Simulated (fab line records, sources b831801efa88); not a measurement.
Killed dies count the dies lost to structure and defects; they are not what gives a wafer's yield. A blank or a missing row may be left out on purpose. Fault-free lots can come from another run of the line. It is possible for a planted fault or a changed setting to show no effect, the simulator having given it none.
2 desks, one fault | flow gf180mcu | numbers are kept per desk, each desk with only its own; the story behind them comes last

== THE TOOL OWNER'S DESK: implanter-04 ==
GF_DNWELL_IMPLANT_07, tool's own readings: per-lot mean of the sampled wafers with a number, covering each lot this tool ran. Any lot whose mean is over 4 standard deviations away from the usual mean is out of limits and marked OUT; that distance is given in the brackets.
Columns: A = dose ions cm2 at GF_DNWELL_IMPLANT_07, usual 1.0002e+13; B = faraday current uA at GF_DNWELL_IMPLANT_07, usual 56.4
lot  | first seen here | A                            | B
L855 | day 2 18:46     | 1.0011e+13                   | 57.0
L856 | day 2 23:41     | 1.0009e+13                   | 56.1
L857 | day 3 07:40     | 9.9950e+12                   | 56.1
L859 | day 3 14:49     | 9.9980e+12                   | 57.0
L862 | day 4 08:38     | 1.0004e+13                   | 56.8
L866 | day 5 16:08     | 9.9917e+12                   | 56.7
L868 | day 6 03:44     | 4.7303e+12 (-99 or more) OUT | 27.0 (-24) OUT
L870 | day 6 13:29     | 4.7300e+12 (-99 or more) OUT | 27.0 (-25) OUT
This desk's verdict: out of limits on L868, L870, starting with L868 at day 6 03:44 (dose ions cm2 at GF_DNWELL_IMPLANT_07). L855, L856, L857, L859, L862, L866: within limits.

== FROM THE METROLOGY DESK ==
What the gauges read for every lot (on any tool): the sampled wafers with a number, averaged. Any lot whose mean is over 4 standard deviations away from the usual mean is out of limits and marked OUT; that distance is given in the brackets.
Columns: A = STI_OXIDATION_01_THK at GF_STI_THK_MEAS_22, usual 15.1 nm; B = DNWELL_TW at GF_DNWELL_TW_MEAS_09, usual 1356; C = NSD_OVL at GF_NSD_OVL_MEAS_08, usual -1.2 nm
lot  | first seen here | A    | B              | C
L855 | day 2 03:28     | 15.3 | 1365           | -1.9
L856 | day 2 08:56     | 15.3 | 1365           | -3.3
L857 | day 2 15:39     | 14.6 | 1349           | -0.9
L858 | day 2 18:43     | 15.2 | 1348           | -1.2
L859 | day 2 23:35     | 15.5 | 1360           | 0.3
L860 | day 3 04:46     | 15.0 | 1352           | -0.2
L862 | day 3 16:22     | 15.0 | 1347           | -0.3
L866 | day 4 17:07     | 15.2 | 1344           | -1.0
L868 | day 5 08:05     | 15.0 | 1061 (-42) OUT | 0.6
L870 | day 5 16:05     | 15.3 | 1062 (-41) OUT | -1.0
L872 | day 6 04:04     | 15.0 | 1365           | 0.2
L874 | day 6 12:40     | 15.1 | 1355           | -1.6
L876 | day 6 21:40     | 14.5 | 1360           | -2.1
This desk's finding: out of limits on L868, L870; first on L868, day 6 03:59 (DNWELL_TW at GF_DNWELL_TW_MEAS_09). L855, L856, L857, L858, L859, L860, L862, L866, L872, L874, L876: within limits.

== PUT TOGETHER ==
An alarm could have come from the tool owner's desk at day 6 03:44, on L868, L870.
The metrology desk could have raised an alarm at day 6 03:59, on L868, L870.
GF_DNWELL_IMPLANT_07 was run on implanter-04 by each of the lots named.

== WHAT THE SIMULATOR PUT IN ==
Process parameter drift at GF_DNWELL_IMPLANT_07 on implanter-04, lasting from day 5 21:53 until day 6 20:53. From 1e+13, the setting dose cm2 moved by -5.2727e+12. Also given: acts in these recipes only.
Struck lots among those shown: L868, L870.
Time in hours from fault onset to the first out-of-limits reading at each desk: tool owner's desk 6, metrology desk 6.
